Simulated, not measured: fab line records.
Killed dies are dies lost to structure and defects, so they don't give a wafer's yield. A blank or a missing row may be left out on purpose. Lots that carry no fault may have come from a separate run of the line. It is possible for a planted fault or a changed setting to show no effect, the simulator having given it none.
Matching of chambers + flow gf180mcu + 4 sister chambers for GF_V2_CMP_04 on cmp-02
The step polishes SiO2. 4 wafers are shown with their chamber, then 12 later ones without.

== WAFERS PAIRED WITH THEIR CHAMBERS ==
| wafer  | chamber | motorCurrentA (A) |
|--------|---------|-------------------|
| L085.1 | 0       | 10.8              |
| L085.6 | 1       | 14.7              |
| L089.2 | 2       | 12.2              |
| L089.6 | 3       | 10.8              |

== WAFERS WHOSE CHAMBER IS MISSING ==
| wafer  | motorCurrentA (A) |
|--------|-------------------|
| L091.4 | 10.9              |
| L091.5 | 14.1              |
| L091.6 | 10.7              |
| L092.2 | 11.7              |
| L092.3 | 10.6              |
| L092.5 | 12.8              |
| L093.3 | 10.4              |
| L093.4 | 12.3              |
| L093.5 | 12.0              |
| L094.3 | 11.0              |
| L094.4 | 11.7              |
| L094.6 | 10.3              |

== WHICH CHAMBER EACH WENT THROUGH ==
| wafer  | from the rows above          | in truth                   |
|--------|------------------------------|----------------------------|
| L091.4 | can't be placed: 0 or 3      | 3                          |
| L091.5 | 1                            | 1                          |
| L091.6 | can't be placed: 0 or 3      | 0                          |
| L092.2 | can't be placed: 2 or 0 or 3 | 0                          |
| L092.3 | can't be placed: 0 or 3      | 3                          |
| L092.5 | 2                            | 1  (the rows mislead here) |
| L093.3 | can't be placed: 0 or 3      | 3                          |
| L093.4 | 2                            | 2                          |
| L093.5 | 2                            | 2                          |
| L094.3 | can't be placed: 0 or 3      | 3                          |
| L094.4 | can't be placed: 2 or 0 or 3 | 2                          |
| L094.6 | can't be placed: 0 or 3      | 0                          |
3 of 12 placed correctly. Cannot be placed on the basis of these rows: 8; the candidates contain the true chamber in 8. 1 placed wrongly.
How it was worked out, from the rows above alone: a wafer's distance from a chamber is the root of the sum, over the readings, of the square of ((its reading less the chamber's mean) divided by the reading's scatter). If the next closest chamber is less than 2 further off than the closest, the wafer can't be placed; otherwise it belongs to the closest. For every chamber, the mean is computed from those of its wafers that are shown. The scatter: root of mean squared gap, hidden wafer to nearest shown wafer, with one shown wafer a chamber.
